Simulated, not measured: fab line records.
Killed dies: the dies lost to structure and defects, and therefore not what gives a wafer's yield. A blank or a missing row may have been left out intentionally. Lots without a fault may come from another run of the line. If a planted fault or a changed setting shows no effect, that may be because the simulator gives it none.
Struck lot and sound lot, side by side | flow sky130 | 16 steps out of a route of 708
Sound: these wafers, L854.1, L854.2, L854.5. Struck: wafers L864.2, L864.5. Last of all comes the cause.
For every step that has rows: the tool of each side, followed by ch and its chambers, followed by its first start. Under that, the readings that differ: sound wafers | struck wafers | difference of the means | sigmas: that difference in standard deviations of wafers without a fault.
alike: readings with means less than 2 such deviations apart, plus words and numbers identical on both sides. not compared: withheld readings, readings lacking a value on some wafer, bounds such as >300 that could conceal the same value, and numbers that have no deviation in the record and whose values overlap.
The two part at a step that has a row with sigmas, a row that says differs or no value, or rows on one side only. Numbers that have no deviation but don't overlap get no sigmas and don't part them. A reading that every wafer of one side lacks parts them only if that side has two wafers or more.

first, 2 steps without rows for these wafers: SKY_VT_ADJUST_PCH_PEB_05; SKY_VT_ADJUST_PCH_DEVELOP_06 (develop time 60 s).
SKY_VT_ADJUST_PCH_OVL_MEAS_07:
  sound on overlay-01, day 12 20:24; struck on overlay-01, day 16 06:40
  alike: VT_ADJUST_PCH_OVL
then, 1 step without rows for these wafers: SKY_VT_ADJUST_PCH_IMPLANT_08.
SKY_VT_ADJUST_PCH_STRIP_09: strips in O2/N2.
  sound on plasma asher-03 ch 0,1, day 12 20:35; struck on plasma asher-01 ch 0,1, day 16 06:50
  alike: chamber pressure mTorr, drypump motor current A, oes product au, strip time to endpoint s
  not compared: rf hours counter h
SKY_VT_ADJUST_PCH_TW_MEAS_10:
  sound on film metro-01, day 12 20:41; struck on film metro-02, day 16 06:57
  alike: VT_ADJUST_PCH_TW
then, 6 steps without rows for these wafers: SKY_SONOS_TUNNEL_DEHYDRATE_00 (time 60 s); SKY_SONOS_TUNNEL_HMDS_01 (prime time 60 s); SKY_SONOS_TUNNEL_COAT_02 (resist thk 1140 nm); SKY_SONOS_TUNNEL_SOFTBAKE_03 (time 60 s); SKY_SONOS_TUNNEL_EXPOSE_04 (exposes mask TUNM, target cd 410 nm); SKY_SONOS_TUNNEL_PEB_05.
SKY_SONOS_TUNNEL_DEVELOP_06: develop time 60 s.
  sound on litho track-03 ch 0, day 13 17:02; struck on litho track-02 ch 0, day 17 10:21
  reading         | sound          | struck    | difference | sigmas
  exhaust pa (Pa) | 46.0 46.4 46.7 | 44.4 43.4 | -2.5       | -3
SKY_SONOS_TUNNEL_CD_MEAS_07 targets a cd of 410 nm.
  sound on cd sem-02, day 13 17:11; struck on cd sem-02, day 17 10:29
  reading    | sound             | struck      | difference | sigmas
  cd nm (nm) | 407.6 407.9 409.6 | 446.1 445.7 | +37.5      | +17
SKY_SONOS_TUNNEL_OVL_MEAS_08:
  sound on overlay-02, day 13 17:18; struck on overlay-02, day 17 10:36
  alike: SONOS_TUNNEL_OVL
then, 1 step without rows for these wafers: SKY_PAD_OPEN_PROBE_99.

== WHERE THEY PART ==
Last at SKY_SONOS_TUNNEL_CD_MEAS_07 as far as this record goes, first at SKY_SONOS_TUNNEL_DEVELOP_06. Later steps at which nothing parts them and some readings are alike: SKY_SONOS_TUNNEL_OVL_MEAS_08.

WHY: what the simulator had put in
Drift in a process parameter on litho track-02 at SKY_SONOS_TUNNEL_DEVELOP_06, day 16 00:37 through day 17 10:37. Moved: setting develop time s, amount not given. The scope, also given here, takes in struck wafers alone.
